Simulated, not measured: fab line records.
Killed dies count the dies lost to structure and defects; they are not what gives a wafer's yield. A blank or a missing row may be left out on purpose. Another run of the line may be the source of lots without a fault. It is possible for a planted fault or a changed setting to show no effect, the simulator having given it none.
Which tool was responsible? ; flow sfq_line ; 6 lots with 18 wafers sampled at 4 steps, on a route of 325 steps

WHAT EACH GAUGE READ, for each wafer
SFQ_M7_RS_MEAS_943: the measuring method here is four-point-probe.
lot;measured;on;M7_NB_RS (ohm/sq)
L237;day 79 01:00;film_metro-01;0.880 0.877 0.892
L240;day 79 11:32;film_metro-04;0.890 0.878 0.884
L242;day 79 15:22;film_metro-01;0.894 0.882 0.888
L244;day 79 17:58;film_metro-02;0.874 0.888 0.880
L251;day 83 00:37;film_metro-02;0.898 0.892 0.888
L254;day 83 15:26;film_metro-04;0.887 0.895 0.893

WHICH TOOL RAN EACH LOT (tool, then ch and the chambers of the sampled wafers, then the start)
lot;SFQ_TRILAYER_L0_VIA_STRIP_STRIP_017;SFQ_TRILAYER_M0_DEP_SPUTTER_019;SFQ_TRILAYER_M0_ETCH_METAL_ETCH_024
L237;rie_metal-04 ch 0,1, day 7 21:17;pvd_sputter-06, day 7 21:55;rie_metal-03 ch 0, day 11 10:08
L240;rie_metal-04 ch 0,1, day 8 17:02;pvd_sputter-04, day 8 18:01;rie_metal-03 ch 0,1, day 12 16:47
L242;rie_metal-04 ch 0,1, day 9 00:14;pvd_sputter-06, day 9 01:02;rie_metal-02 ch 0,1, day 13 04:47
L244;rie_metal-04 ch 0,1, day 9 19:47;pvd_sputter-06, day 9 20:24;rie_metal-03 ch 1, day 13 20:32
L251;rie_metal-04 ch 0,1, day 11 23:11;pvd_sputter-04, day 11 23:59;rie_metal-02 ch 0,1, day 16 23:29
L254;rie_metal-02 ch 0,1, day 13 01:13;pvd_sputter-05, day 13 02:01;rie_metal-04 ch 0,1, day 18 17:20
- SFQ_TRILAYER_L0_VIA_STRIP_STRIP_017: strips in O2.
- SFQ_TRILAYER_M0_DEP_SPUTTER_019: material Nb, target thk 200 nm, time 133.3 s.
- SFQ_TRILAYER_M0_ETCH_METAL_ETCH_024: etches Nb in Cl2/Ar, stops on SiO2, target depth 240 nm, time 120 s.

THE ANSWER, worked out from the rows above alone
Rule: usual is defined by the lots themselves. The widest of any qualifying gaps counts: lots, ordered by their means at a reading, are off when they make up no more than a third of the lots, leave a main group of 4 or more, and stand apart from it by 3 or more times the standard deviation of that group's means. A main group whose means are all the same, to the digits that the tables above print for the reading, isn't used. A lot without any number at a reading at which 4 lots or more have one is off too. Where the step has rows for the other lots, those lots are counted as sound.
Nothing can be told from this: no lot is off at any reading shown.

WHAT HAD BEEN PUT IN BY THE SIMULATOR
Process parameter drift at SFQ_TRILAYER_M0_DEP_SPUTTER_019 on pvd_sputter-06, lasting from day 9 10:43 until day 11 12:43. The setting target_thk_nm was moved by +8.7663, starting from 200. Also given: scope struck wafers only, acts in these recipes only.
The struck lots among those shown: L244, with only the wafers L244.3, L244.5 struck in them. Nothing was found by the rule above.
